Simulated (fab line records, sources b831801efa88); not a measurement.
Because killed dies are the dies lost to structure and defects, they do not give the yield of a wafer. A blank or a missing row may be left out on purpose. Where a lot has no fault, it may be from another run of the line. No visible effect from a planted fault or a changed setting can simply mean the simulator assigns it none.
fab line records	flow sky130
record: lots: 12	wafers: 36	lastDay: 49
route steps=708 shown SONOS_ONO@172 LI_CONTACT@377 LOCAL_INTERCONNECT@399 CONTACT@410
lots that met no fault: from a run of the same line without faults
startH: hours from the record's opening day to when the first of the lot's shown wafers began	waitH: hours from the lot's prior step to this one	" same as the row above	L1.1+2: a row that stands for several wafers	- no value, or no start was given	* or withheld: withheld	< > ~ a bound
route shown NAME@n: a module of which the file shows steps, and the number in the route of the first	usual: the fault-free wafers' mean and standard deviation	same: alike in all rows	chamber/n: place in a boat	sites: per-site readings	_std_site: standard deviation across them	_edge_site: the outer-site mean with the inner-site mean subtracted	radiusMm: how far each site lies from the wafer's centre	mask NAME#n: copy n	behind: the most recent tool/chamber to have shaped the wafer	hold: why the lot was held/for how many hours/how that ended	device: which transistor (n, p or np) failed to switch	end of line: tests of these same wafers at the route's end	step lacking rows: just its recipe	killed: dies lost to structure and defects at the first sort, not the wafer's yield	map: shows each die of a wafer: x if killed, . if not, _ if none is there
set.NAME: the run value of the setting; set.NAME@STEP: its run value at that earlier step	model.NAME: the simulator's own value behind a step, which no gauge read
the route's steps for a sample of lots (tables are steps, rows are wafers)
services: a tool's chamber out of use, with start hour (startH, from the record's first day; less than 0 if before it), hours out, and reason
== steps ==
step: SKY_SONOS_ONO_CVD_04
recipe: material: SiO2	precursor: SiH4/N2O	targetThkNm: 5.7199	tempC: 900	pressureMtorr: 400
usual: spikeTcCentreC: 900.4/1.1	spikeTcUpperC: 899.6/1.3	zonePowerCentrePct: 17.4/2	zonePowerLowerPct: 16.44/0.19	zonePowerUpperPct: 16.67/0.25
lot.wafer	tool	chamber	startH	waitH	spikeTcCentreC	spikeTcUpperC	zonePowerCentrePct	zonePowerLowerPct	zonePowerUpperPct
L870.1	lpcvd-03	1	260.54	3.0	899.2	901.1	19.5	16.28	16.79
L870.3	"	1	"	"	898.3	900.3	19.5	16.33	16.92
L870.6	"	1	"	"	899.9	900.0	19.4	16.11	16.95
L871.1	lpcvd-03	1	267.37	0.1	899.9	900.4	19.7	16.54	16.97
L871.4	"	1	"	"	901.8	901.7	19.5	16.55	16.93
L871.5	"	1	"	"	899.4	900.6	19.2	16.30	16.84
L872.1	lpcvd-03	0	286.25	0.1	899.7	898.0	15.4	16.59	16.30
L872.4	"	0	"	"	901.8	897.4	15.4	16.53	16.44
L872.6	"	0	"	"	902.5	897.4	15.5	16.46	16.49
L875.1	lpcvd-03	0	308.27	0.1	902.1	899.7	15.5	16.61	16.58
L875.3	"	0	"	"	902.0	899.1	15.7	16.58	16.42
L875.5	"	0	"	"	901.6	899.9	15.3	16.45	16.58
L876.1	lpcvd-03	1	312.56	0.1	898.9	898.7	19.2	16.09	16.96
L876.2	"	1	"	"	901.4	900.2	19.3	16.31	16.48
L876.6	"	1	"	"	898.7	900.0	19.4	16.25	16.82
L877.3	lpcvd-03	0	316.82	0.0	901.9	897.8	15.4	16.26	16.36
L877.4	"	0	"	"	901.8	899.6	15.3	16.52	16.57
L877.5	"	0	"	"	901.3	898.0	15.6	16.92	16.53
L881.1	lpcvd-03	0	341.77	0.1	899.4	897.7	15.3	16.75	16.49
L881.2	"	0	"	"	901.0	898.0	15.7	16.36	16.56
L881.3	"	0	"	"	900.5	899.8	15.5	16.44	16.60
L882.2	lpcvd-03	1	359.51	0.0	899.1	901.5	19.4	16.50	17.16
L882.3	"	1	"	"	900.6	900.4	19.5	16.21	16.83
L882.4	"	1	"	"	898.2	899.7	19.2	16.25	16.86
L883.1	lpcvd-03	1	359.51	0.1	899.9	899.6	19.5	16.20	16.82
L883.3	"	1	"	"	899.2	901.6	19.2	16.32	16.89
L883.4	"	1	"	"	900.9	899.4	19.1	16.19	16.73
L884.4	lpcvd-03	0	363.24	0.0	925.2	895.8	22.7	12.59	12.48
L884.5	"	0	"	"	924.8	896.0	22.6	12.48	12.54
L884.6	"	0	"	"	924.3	895.9	22.5	12.35	12.40
L885.1	lpcvd-03	0	377.01	0.1	922.7	895.3	22.5	12.67	12.74
L885.2	"	0	"	"	924.1	893.0	22.4	12.32	12.33
L885.4	"	0	"	"	924.5	894.7	22.3	12.64	12.23
L886.1	lpcvd-03	1	384.59	0.1	921.9	896.0	28.0	12.49	12.80
L886.4	"	1	"	"	923.6	898.2	28.2	12.26	12.93
L886.6	"	1	"	"	922.3	895.9	28.3	12.28	12.87
step: SKY_SONOS_ONO_THK_MEAS_05
recipe: reads: SiO2_of_SONOS_ONO_CVD_04
usual: SONOS_ONO_CVD_04_THK: 5.70/0.097
lot.wafer	tool	chamber	startH	waitH	SONOS_ONO_CVD_04_THK[nm]
L870.1	filmMetro-03	-	261.79	0.0	5.60
L870.3	"	-	"	"	5.59
L870.6	"	-	"	"	5.72
L871.1	filmMetro-03	-	269.24	0.0	5.63
L871.4	"	-	"	"	5.61
L871.5	"	-	"	"	5.57
L872.1	filmMetro-01	-	287.50	0.0	5.78
L872.4	"	-	"	"	5.85
L872.6	"	-	"	"	5.72
L875.1	filmMetro-03	-	309.52	0.0	5.66
L875.3	"	-	"	"	5.53
L875.5	"	-	"	"	5.65
L876.1	filmMetro-01	-	313.81	0.0	5.74
L876.2	"	-	"	"	5.83
L876.6	"	-	"	"	5.82
L877.3	filmMetro-03	-	318.09	0.0	5.70
L877.4	"	-	"	"	5.70
L877.5	"	-	"	"	5.67
L881.1	filmMetro-04	-	343.02	0.0	5.62
L881.2	"	-	"	"	5.76
L881.3	"	-	"	"	5.69
L883.1	filmMetro-04	-	360.76	0.0	5.69
L883.3	"	-	"	"	5.73
L883.4	"	-	"	"	5.75
L882.2	filmMetro-03	-	360.77	0.0	5.82
L882.3	"	-	"	"	5.87
L882.4	"	-	"	"	5.80
L884.4	filmMetro-03	-	364.52	0.0	6.67
L884.5	"	-	"	"	6.63
L884.6	"	-	"	"	6.48
L885.1	filmMetro-04	-	378.26	0.0	6.33
L885.2	"	-	"	"	6.20
L885.4	"	-	"	"	5.82
L886.1	filmMetro-03	-	385.84	0.0	6.32
L886.4	"	-	"	"	5.98
L886.6	"	-	"	"	5.72
step: SKY_LI_CONTACT_ETCH_15
recipe: target: PSG	chemistry: C4F8/O2/Ar	stopOn: Si	taperDeg: 4.15	maskMaterial: KrF-thick	sourceW: 1500	biasW: 1200	pressureMtorr: 40	c4f8FlowSccm: withheld	O2_flow_sccm: 6	Ar_flow_sccm: 300	timeS: withheld	targetDepthA: 6000
usual: oesProductAu: 0.837/0.005	rfFwdPowerW: 1493/4.8
lot.wafer	tool	chamber	startH	waitH	oesProductAu	rfFwdPowerW
L870.1	rieDiel-03	0	682.80	0.0	0.834	1493
L870.3	"	1	"	"	0.834	1498
L870.6	"	1	"	"	0.835	1500
L871.1	rieDiel-04	1	695.75	0.0	0.828	1492
L871.4	"	0	"	"	0.845	1491
L871.5	"	0	"	"	0.837	1493
L872.1	rieDiel-03	2	706.30	0.0	0.835	1499
L872.4	"	3	"	"	0.829	1496
L872.6	"	1	"	"	0.840	1501
L875.1	rieDiel-03	3	732.78	0.0	0.827	1488
L875.3	"	2	"	"	0.843	1495
L875.5	"	3	"	"	0.838	1490
L876.1	rieDiel-03	3	734.46	0.0	0.836	1484
L876.2	"	0	"	"	0.835	1485
L876.6	"	2	"	"	0.841	1497
L877.3	rieDiel-04	0	739.51	0.0	0.850	1499
L877.4	"	3	"	"	0.835	1490
L877.5	"	2	"	"	0.829	1504
L881.1	rieDiel-04	2	769.66	0.0	0.834	1497
L881.2	"	3	"	"	0.838	1486
L881.3	"	0	"	"	0.838	1495
L883.1	rieDiel-04	0	782.55	0.0	0.835	1496
L883.3	"	3	"	"	0.840	1489
L883.4	"	1	"	"	0.832	1485
L882.2	rieDiel-02	2	785.71	0.0	0.835	1489
L882.3	"	3	"	"	0.830	1495
L882.4	"	0	"	"	0.844	1496
L884.4	rieDiel-03	2	787.26	0.0	0.839	1496
L884.5	"	3	"	"	0.831	1495
L884.6	"	2	"	"	0.835	1491
L885.1	rieDiel-04	0	802.41	0.0	0.846	1496
L885.2	"	1	"	"	0.836	1496
L885.4	"	2	"	"	0.833	1502
L886.1	rieDiel-03	1	810.21	0.0	0.842	1495
L886.4	"	2	"	"	0.845	1485
L886.6	"	0	"	"	0.835	1498
step: SKY_LOCAL_INTERCONNECT_OVL_MEAS_12
usual: LOCAL_INTERCONNECT_OVL: -3/5.5
lot.wafer	tool	chamber	startH	waitH	LOCAL_INTERCONNECT_OVL[nm]
L870.1	overlay-01	-	711.74	0.1	0
L870.3	"	-	"	"	-3
L870.6	"	-	"	"	-4
L871.1	overlay-01	-	725.00	0.1	-10
L871.4	"	-	"	"	-10
L871.5	"	-	"	"	-14
L872.1	overlay-01	-	734.29	0.1	2
L872.4	"	-	"	"	-1
L872.6	"	-	"	"	-4
L875.1	overlay-01	-	761.28	0.1	0
L875.3	"	-	"	"	-5
L875.5	"	-	"	"	-8
L876.1	overlay-01	-	763.18	0.1	-11
L876.2	"	-	"	"	-6
L876.6	"	-	"	"	-6
L877.3	overlay-02	-	768.05	0.1	7
L877.4	"	-	"	"	-3
L877.5	"	-	"	"	7
L881.1	overlay-01	-	798.51	0.1	-8
L881.2	"	-	"	"	-9
L881.3	"	-	"	"	-6
L883.1	overlay-01	-	811.01	0.1	1
L883.3	"	-	"	"	1
L883.4	"	-	"	"	12
L882.2	overlay-01	-	813.49	0.1	-5
L882.3	"	-	"	"	-1
L882.4	"	-	"	"	-8
L884.4	overlay-01	-	815.01	0.1	-4
L884.5	"	-	"	"	-8
L884.6	"	-	"	"	-8
L885.1	overlay-01	-	830.56	0.1	-5
L885.2	"	-	"	"	-7
L885.4	"	-	"	"	-8
L886.1	overlay-02	-	837.88	0.1	-11
L886.4	"	-	"	"	-12
L886.6	"	-	"	"	-5
step: SKY_CONTACT_CMP_04
recipe: material: SiO2	downForcePsi: 4	platenRpm: 60	padVelocityMS: 0.94248
usual: motorCurrentA: 11.7/1.3	timeToEndpointS: 84/4.8
lot.wafer	tool	chamber	startH	waitH	motorCurrentA	timeToEndpointS
L870.1	cmp-02	1	712.82	0.1	12.0	78
L870.3	"	2	"	"	12.0	82
L870.6	"	1	"	"	11.9	77
L871.1	cmp-02	1	726.02	0.1	12.3	73
L871.4	"	0	"	"	12.6	73
L871.5	"	2	"	"	12.2	79
L872.4	cmp-02	3	735.40	0.1	12.7	82
L872.1	"	0	"	"	12.7	78
L872.6	"	1	"	"	12.3	78
L875.3	cmp-01	2	762.40	0.2	9.6	79
L875.1	"	3	"	"	12.7	77
L875.5	"	0	"	"	12.5	83
L876.1	cmp-01	1	764.26	0.1	11.6	91
L876.2	"	3	"	"	12.8	86
L876.6	"	0	"	"	11.6	85
L877.4	cmp-01	3	769.11	0.1	12.8	77
L877.3	"	0	"	"	11.6	87
L877.5	"	2	"	"	9.3	77
L881.3	cmp-01	1	799.58	0.0	11.6	90
L881.2	"	2	"	"	8.8	79
L881.1	"	3	"	"	13.2	80
L883.3	cmp-02	3	812.17	0.0	12.6	84
L883.1	"	0	"	"	12.4	84
L883.4	"	2	"	"	12.2	84
L882.3	cmp-02	3	814.49	0.0	13.0	83
L882.2	"	0	"	"	12.4	82
L882.4	"	2	"	"	12.4	81
L884.4	cmp-02	2	816.21	0.1	12.1	82
L884.5	"	0	"	"	13.0	82
L884.6	"	1	"	"	11.8	82
L885.4	cmp-02	0	831.64	0.0	12.9	87
L885.2	"	1	"	"	11.7	83
L885.1	"	3	"	"	13.2	88
L886.1	cmp-01	2	838.87	0.1	9.4	81
L886.4	"	1	"	"	11.5	88
L886.6	"	2	"	"	9.2	82
== services ==
tool	chamber	startH	hours	kind
rieDiel-03	0	249.45	9.2	repair
rieDiel-03	3	288.33	5.8	repair
cmp-02	-	305.56	4.8	repair
cmp-02	-	338.35	4.0	repair
lpcvd-03	-	343.70	0.9	repair
cmp-02	-	358.50	1.9	repair
cmp-02	-	379.35	4.1	repair
cmp-02	-	397.03	3.3	repair
cmp-02	-	427.92	3.5	pm
cmp-02	-	437.64	0.8	repair
cmp-02	-	492.06	3.5	repair
cmp-02	-	495.60	0.8	repair
lpcvd-03	-	522.00	1.4	repair
cmp-02	-	547.93	15.5	repair
cmp-02	-	555.83	0.6	repair
cmp-02	-	572.00	4.0	pm
cmp-02	-	611.43	2.7	repair
lpcvd-03	-	622.69	14.6	pm
cmp-02	-	637.34	1.5	repair
cmp-02	-	667.18	0.5	repair
cmp-02	-	743.35	4.8	pm
cmp-02	-	752.78	0.2	repair
cmp-02	-	788.58	0.3	repair
cmp-02	-	796.92	5.1	pm
== key ==
firstSign: step: SKY_SONOS_ONO_CVD_04	reading: spikeTcCentreC	direction: up	sigmas: 22	usual: 900.4	struck: 923.7
effect: step: SKY_SONOS_ONO_CVD_04	reading: zonePowerLowerPct	direction: down	sigmas: 21	usual: 16.44	struck: 12.45
effect: step: SKY_SONOS_ONO_THK_MEAS_05	reading: SONOS_ONO_CVD_04_THK	direction: up	sigmas: 5.6	usual: 5.70	struck: 6.24	wafersMoved: 8
metAt SKY_SONOS_ONO_CVD_04
struckLots L884,L885,L886
testerLeftOut L884,L885,L886
notActingAt SKY_LI_CONTACT_ETCH_15,SKY_LOCAL_INTERCONNECT_OVL_MEAS_12,SKY_CONTACT_CMP_04
onsetBetween 359.51 363.24
fault: kind: processParameterDrift	tool: lpcvd-03	chamber: -	onsetH: 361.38	steps: SKY_SONOS_ONO_CVD_04	channel: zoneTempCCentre	offset: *	shape: step	endH: 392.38
testerLeftOut: of these lots the tester's yield and bins aren't shown, on N5 and GAA mostly nor the transistor test; their killed dies are dies lost to structure and defects alone, not to doping, threshold or leakage, so they don't give the yield
